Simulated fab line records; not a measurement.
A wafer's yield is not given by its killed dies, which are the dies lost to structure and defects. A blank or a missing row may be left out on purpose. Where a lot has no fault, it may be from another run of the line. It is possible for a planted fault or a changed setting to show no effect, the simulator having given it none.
A struck lot beside a sound one -- flow sky130 -- 44 out of 708 route steps
Sound: the wafers L747.1, L747.2, L747.3. Struck: wafer L760.6 (left out: L760.3, L760.5 of the same lot, which were not struck); the cause appears at the end.
Each step with rows lists, per side, the tool, then ch with its chambers, then its first start. Under that, the readings that differ: sound wafers -- struck wafers -- difference of the means -- sigmas: that difference in standard deviations of wafers without a fault.
alike: readings whose means differ by less than 2 such deviations, and words and numbers that are the same on both sides. not compared: withheld readings, readings that some wafer has no value for, bounds like >300 that may hide the same value, and numbers for which the record gives no deviation and whose values overlap.
The two part at a step that has a row with sigmas, a row that says differs or no value, or rows on one side only. Numbers that have no deviation but don't overlap get no sigmas and don't part them. A reading that every wafer of one side lacks parts them only if that side has two wafers or more.

first, 6 steps without rows for these wafers: SKY_VIA3_ETCH_15 (etches SiO2 in C4F8/O2/Ar, stops on TiN, target depth 507 nm, time 78 s); SKY_VIA3_STRIP_16 (strips in O2/N2); SKY_VIA3_STRIP_17 (strips in post etch residue remover, time 1200 s); SKY_VIA3_CLEAN_18 (cleans in IPA, time 180 s); SKY_VIA3_CLEAN_19 (cleans in O3/DIW); SKY_VIA3_SPUTTER_20 (material TiN, target thk 20 nm, time 80 s).
SKY_VIA3_CVD_21: deposits W, target thk 390 nm, time 117.31 s.
  sound on cvd-w-02 ch 0,1, day 41 10:20; struck on cvd-w-02 ch 0, day 44 16:23
  alike: heater-power-w
  not compared: since-wet-clean-h
SKY_VIA3_RS_MEAS_22: uses a four-point probe to measure.
  struck on film-metro-03, day 44 16:31; sound on film-metro-01, day 41 10:28
  alike: VIA3_W_RS
SKY_VIA3_THK_MEAS_23: measures by xrf.
  struck on film-metro-03, day 44 16:37; sound on film-metro-01, day 41 10:35
reading,sound,struck,difference,sigmas
VIA3_W_THK (nm),358 364 361,372,+11,+2
then, 2 steps without rows for these wafers: SKY_VIA3_CMP_24 (polishes, stops on SiO2, t overpolish 20 s, target thk 0 nm); SKY_METAL4_SPUTTER_00 (material Ti, target thk 15 nm, time 10 s).
SKY_METAL4_SPUTTER_01: material TiN, target thk 20 nm, time 16.7 s.
  struck on pvd-sputter-03, day 44 16:59; sound on pvd-sputter-01, day 41 10:58
  alike: chamber-pressure-pa, throttle-valve-pct
SKY_METAL4_SPUTTER_02: material AlCu, target thk 735 nm, time 39.1 s.
  struck on pvd-sputter-03, day 44 17:00; sound on pvd-sputter-01, day 41 10:59
reading,sound,struck,difference,sigmas
model.AlCu_of_METAL4_SPUTTER_02.thk-nm (nm),741.6 731.4 734.8,638.4,-97.5,
  alike: chamber-pressure-pa, throttle-valve-pct
SKY_METAL4_SPUTTER_03: material Ti, target thk 5 nm, time 3.3 s.
  struck on pvd-sputter-03, day 44 17:02; sound on pvd-sputter-01, day 41 11:02
reading,sound,struck,difference,sigmas
chamber-pressure-pa (Pa),0.4012 0.4007 0.4007,0.3992,-0.0017,-2
  alike: throttle-valve-pct
then, 1 step without rows for these wafers: SKY_METAL4_SPUTTER_04 (material TiN, target thk 70 nm, time 58.3 s).
SKY_CAP2M_CVD_00: deposits SiO2, target thk 15.5 nm.
  sound on pecvd-04 ch 0,1,2, day 41 11:06; struck on pecvd-04 ch 0, day 44 17:07
  alike: heater-power-w
SKY_CAP2M_THK_MEAS_01:
  struck on film-metro-01, day 44 17:09; sound on film-metro-04, day 41 11:07
  alike: CAP2M_CVD_00_THK
then, 1 step without rows for these wafers: SKY_CAP2M_SPUTTER_02 (material TiN, target thk 200 nm, time 166.7 s).
SKY_CAP2M_RS_MEAS_03: uses a four-point probe to measure.
  struck on film-metro-04, day 44 17:20; sound on film-metro-04, day 41 11:17
  alike: CAP2M_TIN_RS
SKY_CAP2M_THK_MEAS_04: measures by xrf.
  struck on film-metro-04, day 44 17:26; sound on film-metro-04, day 41 11:25
  alike: CAP2M_TIN_THK
then, 7 steps without rows for these wafers: SKY_CAP2M_DEHYDRATE_05 (time 60 s); SKY_CAP2M_HMDS_06 (prime time 60 s); SKY_CAP2M_COAT_07 (resist thk 1140 nm); SKY_CAP2M_SOFTBAKE_08 (time 60 s); SKY_CAP2M_EXPOSE_09 (exposes mask CAP2M, target cd 1000 nm); SKY_CAP2M_PEB_10; SKY_CAP2M_DEVELOP_11 (develop time 60 s).
SKY_CAP2M_OVL_MEAS_12:
  struck on overlay-01, day 45 15:04; sound on overlay-02, day 42 10:01
  alike: CAP2M_OVL
SKY_CAP2M_METAL_ETCH_13: etches TiN in Cl2/BCl3, stops on SiO2, target depth 220 nm, time 62.9 s.
  sound on rie-metal-03 ch 0,1, day 42 10:03; struck on rie-metal-03 ch 0, day 45 15:07
  alike: drypump-motor-current-A, oes-product-au, throttle-valve-pct
  not compared: rf-hours-counter-h
then, 12 steps without rows for these wafers: SKY_CAP2M_STRIP_14 (strips in O2/N2); SKY_CAP2M_STRIP_15 (strips in post etch residue remover, time 1200 s); SKY_CAP2M_CLEAN_16 (cleans in IPA, time 180 s); SKY_CAP2M_CLEAN_17 (cleans in O3/DIW); SKY_METAL4_DEHYDRATE_05 (time 60 s); SKY_METAL4_HMDS_06 (prime time 60 s); SKY_METAL4_COAT_07 (resist thk 60 nm); SKY_METAL4_COAT_08 (resist thk 1140 nm); SKY_METAL4_SOFTBAKE_09 (time 90 s); SKY_METAL4_EXPOSE_10 (exposes mask MM4, target cd 300 nm); SKY_METAL4_PEB_11; SKY_METAL4_DEVELOP_12 (develop time 60 s).
SKY_METAL4_CD_MEAS_13 targets a cd of 300 nm.
  struck on cd-sem-01, day 46 12:39; sound on cd-sem-02, day 43 09:34
reading,sound,struck,difference,sigmas
cd-nm (nm),300.3 302.8 302.1,298.1,-3.6,-3
SKY_METAL4_METAL_ETCH_18: etches the open film in Cl2/BCl3, stops on SiO2, target depth 845 nm, time 183.1 s.
  sound on rie-metal-02 ch 0,1, day 43 09:52; struck on rie-metal-04 ch 1, day 46 12:59
reading,sound,struck,difference,sigmas
oes-product-au (a.u.),0.865 0.865 0.869,0.813,-0.053,-8
  alike: drypump-motor-current-A, throttle-valve-pct
  not compared: rf-hours-counter-h
-- the record jumps here: 3 days lie between the struck wafers' starts before and after (it left off in module METAL4 and takes up again in module PAD_OPEN, whose first step shown is number 708 of the route) --
SKY_PAD_OPEN_PROBE_99:
  struck on prober-01, day 49 22:39; sound on prober-02, day 47 05:00
reading,sound,struck,difference,sigmas
killed-at-front-end,17 18 17,5,-12,-3
model.etest.met4.line-ohm-um,0.1381 0.1458 0.1442,0.1691,+0.0264,
model.etest.met4.rs-ohm-sq,0.0421 0.0433 0.04284,0.04885,+0.00610,
  alike: defect-limited-yield, killed_at_M0_to_M3, killed_at_M4_up, killed-at-contacts, killed-at-other, killed-dies, killed-open, killed-short, sort_bin_3_pad_short, sort_bin_5_function, sort_bin_6_memory, sort-n-pass, sort-yield-pct

WHERE THEY PART
First at SKY_VIA3_THK_MEAS_23; last, within this record, at SKY_PAD_OPEN_PROBE_99.

WHY: whatever the simulator had introduced
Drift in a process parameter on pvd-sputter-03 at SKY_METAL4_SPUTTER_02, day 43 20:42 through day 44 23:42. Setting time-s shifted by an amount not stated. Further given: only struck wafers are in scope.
